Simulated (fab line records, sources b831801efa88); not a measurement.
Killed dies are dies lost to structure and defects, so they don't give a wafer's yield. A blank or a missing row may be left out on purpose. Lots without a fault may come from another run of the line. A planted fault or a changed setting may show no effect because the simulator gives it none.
A struck lot beside a sound one | flow gf180mcu | 14 steps out of a route of 602
Sound: wafers L276.1, L276.2, L276.5. Struck: wafers L282.1, L282.2, L282.3. The cause comes at the end.
At each step with rows: each side's tool, then ch and its chambers, then its first start. Under that, the readings that differ: sound wafers | struck wafers | difference of the means | sigmas: that difference in standard deviations of wafers without a fault.
alike: readings whose means differ by less than 2 such deviations, and words and numbers that are the same on both sides. not compared: withheld readings, readings that some wafer has no value for, bounds like >300 that may hide the same value, and numbers for which the record gives no deviation and whose values overlap.
The two part at a step that has a row with sigmas, a row that says differs or no value, or rows on one side only. Numbers that don't overlap but have no deviation are shown without sigmas and don't part them. A reading that every wafer of one side lacks parts them only if that side has two wafers or more.

GF_DUAL_GATE_STRIP_13: strips in O2/N2.
  sound on plasma_asher-01 ch 0,1, day 10 19:05; struck on plasma_asher-01 ch 0,1, day 12 14:13
  alike: drypump_motor_current_A, heater_power_w, oes_product_au, strip_time_to_endpoint_s
  not compared: rf_hours_counter_h
then, 3 steps without rows for these wafers: GF_DUAL_GATE_CLEAN_14 (cleans in SC1/SC2, time 150 s); GF_DUAL_GATE_OXIDATION_15 (stabilise 600 s, purge 300 s, target thk 7.098 nm); GF_POLY_GATE_CVD_00 (deposits poly-Si, target thk 200 nm, time 1200 s).
GF_POLY_GATE_THK_MEAS_01:
  sound on film_metro-02, day 10 23:10; struck on film_metro-03, day 12 17:18
  alike: POLY_GATE_CVD_00_THK
then, 7 steps without rows for these wafers: GF_POLY_GATE_DEHYDRATE_02 (time 60 s); GF_POLY_GATE_HMDS_03 (prime time 60 s); GF_POLY_GATE_COAT_04; GF_POLY_GATE_COAT_05 (resist thk 700 nm); GF_POLY_GATE_SOFTBAKE_06 (time 60 s); GF_POLY_GATE_EXPOSE_07 (exposes mask Poly2, target cd 280 nm); GF_POLY_GATE_PEB_08 (peb time 90 s).
GF_POLY_GATE_DEVELOP_09: develop time 60 s.
  sound on litho_track-01 ch 0, day 11 17:28; struck on litho_track-04, day 13 13:13
  no value came back on the struck wafers for chill_plate_temp_C (C), develop_time_s (s); on the sound wafers chill_plate_temp_C (C) reads 22.80 22.91 23.00
  reading                                    | sound             | struck            | difference | sigmas
  model.KrF_of_POLY_GATE_COAT_05.thk_nm (nm) | 687.3 685.1 686.2 | 700.9 700.9 702.4 | +15.2      |
GF_POLY_GATE_CD_MEAS_10: target cd 280 nm.
  sound on cd_sem-01, day 11 17:37; struck on cd_sem-01, day 13 13:22
  reading    | sound             | struck | difference                    | sigmas
  cd_nm (nm) | 281.2 280.5 281.3 | - - -  | no value on the struck wafers |

WHERE THEY PART
First at GF_POLY_GATE_DEVELOP_09; last, within this record, at GF_POLY_GATE_CD_MEAS_10.

WHY: what the simulator had put in
Skipped step whole: litho_track-04, from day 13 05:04 on, at GF_POLY_GATE_DEVELOP_09. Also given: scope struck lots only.
